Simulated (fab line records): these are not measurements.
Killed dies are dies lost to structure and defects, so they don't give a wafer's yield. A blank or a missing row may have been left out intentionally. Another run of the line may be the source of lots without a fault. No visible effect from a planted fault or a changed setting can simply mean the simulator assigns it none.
Which of the tools did it?    flow gf180mcu    11 lots with 33 wafers sampled at 3 steps, on a route of 602 steps

WHAT THE GAUGES SHOWED, per wafer
GF_PSD_TW_MEAS_11.
lot   measured      on            PSD_TW
L323  day 14 20:59  filmMetro-02  3177 3183 3177
L324  day 15 08:08  filmMetro-01  3188 3177 3179
L326  day 15 19:01  filmMetro-04  3222 3230 3230
L329  day 17 00:50  filmMetro-02  3175 3185 3186
L332  day 17 12:20  filmMetro-04  3236 3216 3221
L333  day 18 04:02  filmMetro-02  3175 3171 3203
L338  day 19 22:26  filmMetro-04  3382 3412 3399
L339  day 20 09:21  filmMetro-02  3371 3390 3380
L341  day 21 04:23  filmMetro-04  3214 3209 3220
L343  day 21 12:07  filmMetro-04  3220 3222 3205
L344  day 21 19:40  filmMetro-02  3219 3201 3213

TOOL THAT RAN EACH LOT (tool first, then ch and the chambers of the sampled wafers, then the start)
lot   GF_PSD_IMPLANT_09                GF_PSD_STRIP_10
L323  implanter-01 ch 0, day 14 20:45  plasmaAsher-03 ch 1, day 14 20:53
L324  implanter-01 ch 0, day 15 07:54  plasmaAsher-04 ch 0,1, day 15 08:02
L326  implanter-01 ch 0, day 15 18:46  plasmaAsher-03 ch 0,1, day 15 18:55
L329  implanter-03 ch 0, day 17 00:35  plasmaAsher-01 ch 0,1, day 17 00:44
L332  implanter-01 ch 0, day 17 12:05  plasmaAsher-01 ch 0,1, day 17 12:14
L333  implanter-03 ch 0, day 18 03:47  plasmaAsher-04 ch 0, day 18 03:55
L338  implanter-01 ch 0, day 19 22:11  plasmaAsher-04 ch 0,1, day 19 22:20
L339  implanter-01 ch 0, day 20 09:09  plasmaAsher-01 ch 0,1, day 20 09:16
L341  implanter-03 ch 0, day 21 04:08  plasmaAsher-03 ch 0,1, day 21 04:17
L343  implanter-04 ch 0, day 21 11:52  plasmaAsher-01 ch 0,1, day 21 12:01
L344  implanter-03 ch 0, day 21 19:25  plasmaAsher-01 ch 0,1, day 21 19:34
- GF_PSD_IMPLANT_09
- GF_PSD_STRIP_10: strips in O2/N2.

THE ANSWER, worked out from the rows above alone
Rule: what is usual is taken from the lots themselves. The widest of any qualifying gaps counts: lots, ordered by their means at a reading, are off when they make up no more than a third of the lots, leave a main group of 4 or more, and stand apart from it by 3 or more times the standard deviation of that group's means. A main group whose means are all the same, to the digits that the tables above print for the reading, isn't used. Also off: a lot with no number at a reading for which 4 or more lots have one. Any other lot the step has rows for is counted as sound.
Off: at GF_PSD_TW_MEAS_11 (PSD_TW), L338, L339. For the main group the mean is 3202 and the standard deviation 19.
If a tool, at a process step before that reading, ran all the lots that are off and no sound lot after the first of them, it fits. Gauges at GF_PSD_TW_MEAS_11: tried the same way as those tools. One candidate fits, namely implanter-01 at GF_PSD_IMPLANT_09. Its last sound lot is L332 (day 17 12:05), its first lot that is off L338 (day 19 22:11): a fault that began between those two fits.

WHAT THE SIMULATOR PUT IN
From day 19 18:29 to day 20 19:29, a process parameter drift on implanter-01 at GF_PSD_IMPLANT_09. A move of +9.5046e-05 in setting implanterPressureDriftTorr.
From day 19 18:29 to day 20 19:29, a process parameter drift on implanter-01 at GF_PSD_IMPLANT_09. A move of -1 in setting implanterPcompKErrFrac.
Shown lots that were struck: L338, L339. This agrees with what the rule above found.
